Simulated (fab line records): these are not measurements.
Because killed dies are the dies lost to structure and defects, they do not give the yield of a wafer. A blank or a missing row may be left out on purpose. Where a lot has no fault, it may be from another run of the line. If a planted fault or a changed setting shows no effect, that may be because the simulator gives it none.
Which tool did it? + flow sky130 + 12 lots, 35 wafers sampled, at 4 steps of a route of 708

WHAT THE GAUGES SHOWED, per wafer
SKY_FIELD_ISO_THK_MEAS_04.
| lot  | measured    | on            | FIELD_ISO_CVD_03_THK (nm) |
|------|-------------|---------------|---------------------------|
| L256 | day 1 19:04 | film metro-03 | 164.3 166.0 164.9         |
| L257 | day 2 02:23 | film metro-03 | 165.4 164.3 166.6         |
| L260 | day 2 16:24 | film metro-03 | 166.5 166.9 166.6         |
| L263 | day 3 05:31 | film metro-03 | 165.3 164.7               |
| L270 | day 4 16:29 | film metro-01 | 169.2 167.6 168.0         |
| L272 | day 5 04:14 | film metro-01 | 165.7 167.7 168.0         |
| L273 | day 5 13:25 | film metro-01 | 167.1 165.7 165.2         |
| L274 | day 5 16:14 | film metro-02 | 165.4 165.5 165.6         |
| L275 | day 5 19:23 | film metro-01 | 165.7 164.6 165.1         |
| L276 | day 5 23:41 | film metro-01 | 165.6 165.3 166.6         |
| L277 | day 6 04:23 | film metro-02 | 169.0 170.3 168.6         |
| L278 | day 6 09:22 | film metro-02 | 167.9 168.4 166.8         |

SKY_SONOS_ONO_THK_MEAS_03.
| lot  | measured     | on            | SONOS_ONO_CVD_02_THK (nm) |
|------|--------------|---------------|---------------------------|
| L256 | day 11 21:55 | film metro-02 | 10.93 10.97 10.91         |
| L257 | day 12 09:06 | film metro-02 | 10.59 10.63 10.65         |
| L260 | day 13 13:58 | film metro-02 | 10.60 10.74 10.50         |
| L263 | day 14 04:47 | film metro-03 | 10.59 10.44               |
| L270 | day 16 09:32 | film metro-03 | 10.46 10.60 10.50         |
| L272 | day 17 03:16 | film metro-03 | 10.42 10.48 10.68         |
| L273 | day 17 18:01 | film metro-02 | 10.78 10.82 10.77         |
| L274 | day 18 03:20 | film metro-02 | 10.49 10.46 10.59         |
| L275 | day 18 11:34 | film metro-03 | 10.67 10.63 10.65         |
| L276 | day 18 14:02 | film metro-02 | 10.70 10.76 10.80         |
| L277 | day 18 18:50 | film metro-02 | 10.62 10.66 10.56         |
| L278 | day 19 07:55 | film metro-02 | 10.31 10.46 10.51         |

WHICH TOOL RAN EACH LOT (tool, then ch and the chambers of the sampled wafers, then the start)
| lot  | SKY_FIELD_ISO_ETCH_17           | SKY_VT_ADJUST_HVTR_STRIP_10          |
|------|---------------------------------|--------------------------------------|
| L256 | rie si-01 ch 0,1, day 2 10:07   | plasma asher-02 ch 0,1, day 9 20:19  |
| L257 | rie si-01 ch 0,2,3, day 2 18:19 | plasma asher-01 ch 0,1, day 10 05:53 |
| L260 | rie si-01 ch 1,2,3, day 3 09:16 | plasma asher-01 ch 0,1, day 11 09:22 |
| L263 | rie si-01 ch 0,2, day 3 21:11   | plasma asher-02 ch 1, day 11 22:53   |
| L270 | rie si-02 ch 0,1, day 5 09:37   | plasma asher-02 ch 0,1, day 13 23:25 |
| L272 | rie si-02 ch 0,3, day 5 22:37   | plasma asher-04 ch 0,1, day 14 16:25 |
| L273 | rie si-01 ch 0,1,2, day 6 08:43 | plasma asher-04 ch 0,1, day 15 05:15 |
| L274 | rie si-02 ch 1,2,3, day 6 11:37 | plasma asher-02 ch 0,1, day 15 13:10 |
| L275 | rie si-02 ch 1,2,3, day 6 14:47 | plasma asher-04 ch 0,1, day 15 20:45 |
| L276 | rie si-01 ch 0,3, day 6 19:04   | plasma asher-02 ch 0,1, day 15 23:32 |
| L277 | rie si-01 ch 0,1,2, day 6 23:40 | plasma asher-04 ch 1, day 16 04:46   |
| L278 | rie si-02 ch 0,1,2, day 7 05:04 | plasma asher-01 ch 0,1, day 16 13:47 |
- SKY_FIELD_ISO_ETCH_17: etches Si in HBr/Cl2/O2, target depth 342 nm, time 97.7 s.
- SKY_VT_ADJUST_HVTR_STRIP_10: strips in O2/N2.

AS READ BY THE TOOLS THEMSELVES (means over the sampled wafers that have a number; for cases with no such wafer, the mark the record gives instead)
SKY_FIELD_ISO_ETCH_17.
| lot  | tool      | drypump motor current A (A) | mfc cl2 sccm (sccm) | oes product au (a.u.) | run length s (s) | throttle valve pct (%) |
|------|-----------|-----------------------------|---------------------|-----------------------|------------------|------------------------|
| L256 | rie si-01 | 5.9                         | 39.95               | 0.983                 | 125.8            | 25.665                 |
| L257 | rie si-01 | 5.3                         | 39.96               | 0.981                 | 125.7            | 25.672                 |
| L260 | rie si-01 | 5.5                         | 40.03               | 0.993                 | 110.5            | 25.659                 |
| L263 | rie si-01 | 5.2                         | 40.02               | 0.990                 | 103.1            | 25.663                 |
| L270 | rie si-02 | 5.5                         | 39.96               | 1.015                 | 126.5            | 25.642                 |
| L272 | rie si-02 | 5.4                         | 39.99               | 1.005                 | 126.1            | 25.651                 |
| L273 | rie si-01 | 5.5                         | 40.03               | 0.976                 | 125.8            | 25.663                 |
| L274 | rie si-02 | 5.8                         | 40.02               | 1.002                 | 126.4            | 25.655                 |
| L275 | rie si-02 | 5.8                         | 40.07               | 1.005                 | 126.2            | 25.646                 |
| L276 | rie si-01 | 5.6                         | 40.04               | 0.997                 | 125.7            | 25.658                 |
| L277 | rie si-01 | 5.5                         | 39.93               | 0.980                 | 125.7            | 25.670                 |
| L278 | rie si-02 | 5.5                         | 40.06               | 1.016                 | 126.1            | 25.643                 |

SKY_VT_ADJUST_HVTR_STRIP_10.
| lot  | tool            | drypump motor current A (A) | oes product au (a.u.) | strip time to endpoint s (s) |
|------|-----------------|-----------------------------|-----------------------|------------------------------|
| L256 | plasma asher-02 | 6.3                         | 0.716                 | 14.19                        |
| L257 | plasma asher-01 | 4.9                         | 0.717                 | 14.20                        |
| L260 | plasma asher-01 | 4.8                         | 0.713                 | 14.12                        |
| L263 | plasma asher-02 | 5.8                         | 0.713                 | 14.23                        |
| L270 | plasma asher-02 | 6.3                         | 0.710                 | 14.19                        |
| L272 | plasma asher-04 | 5.9                         | 0.713                 | 14.19                        |
| L273 | plasma asher-04 | 5.8                         | 0.716                 | 14.15                        |
| L274 | plasma asher-02 | 6.3                         | 0.712                 | 14.13                        |
| L275 | plasma asher-04 | 5.9                         | 0.715                 | 14.17                        |
| L276 | plasma asher-02 | 6.0                         | 0.717                 | 14.17                        |
| L277 | plasma asher-04 | 6.0                         | 0.716                 | 14.18                        |
| L278 | plasma asher-01 | 4.9                         | 0.718                 | 14.16                        |

THE ANSWER, worked out from the rows above alone
Rule: the lots themselves supply what counts as usual. Put in order of their means at a reading, lots are off if they are a third of the lots or fewer, leave a main group of 4 or more, and stand apart from it by a gap of 3 or more times the standard deviation of the main group's means; of several such gaps the widest counts. A main group is skipped when, at the precision printed for the reading in the tables above, its means are all equal. A lot without any number at a reading at which 4 lots or more have one is off too. Any other lot the step has rows for is counted as sound. The gauges are gone through in route order, then the tools' own readings, and for those a lot's mean is taken as printed above. The first step at which some lot is off is used, and at that step the reading that is off furthest; a lot without a number counts as furthest.
Off: L260, L263, at SKY_FIELD_ISO_ETCH_17 (run length s). Main group: mean 126.0 s, sd 0.29.
A tool fits if, at that step or a process step before it, it ran every lot that is off, and no sound lot after the first of them. Of those tried, none fits.

WHAT THE SIMULATOR HAD PUT IN
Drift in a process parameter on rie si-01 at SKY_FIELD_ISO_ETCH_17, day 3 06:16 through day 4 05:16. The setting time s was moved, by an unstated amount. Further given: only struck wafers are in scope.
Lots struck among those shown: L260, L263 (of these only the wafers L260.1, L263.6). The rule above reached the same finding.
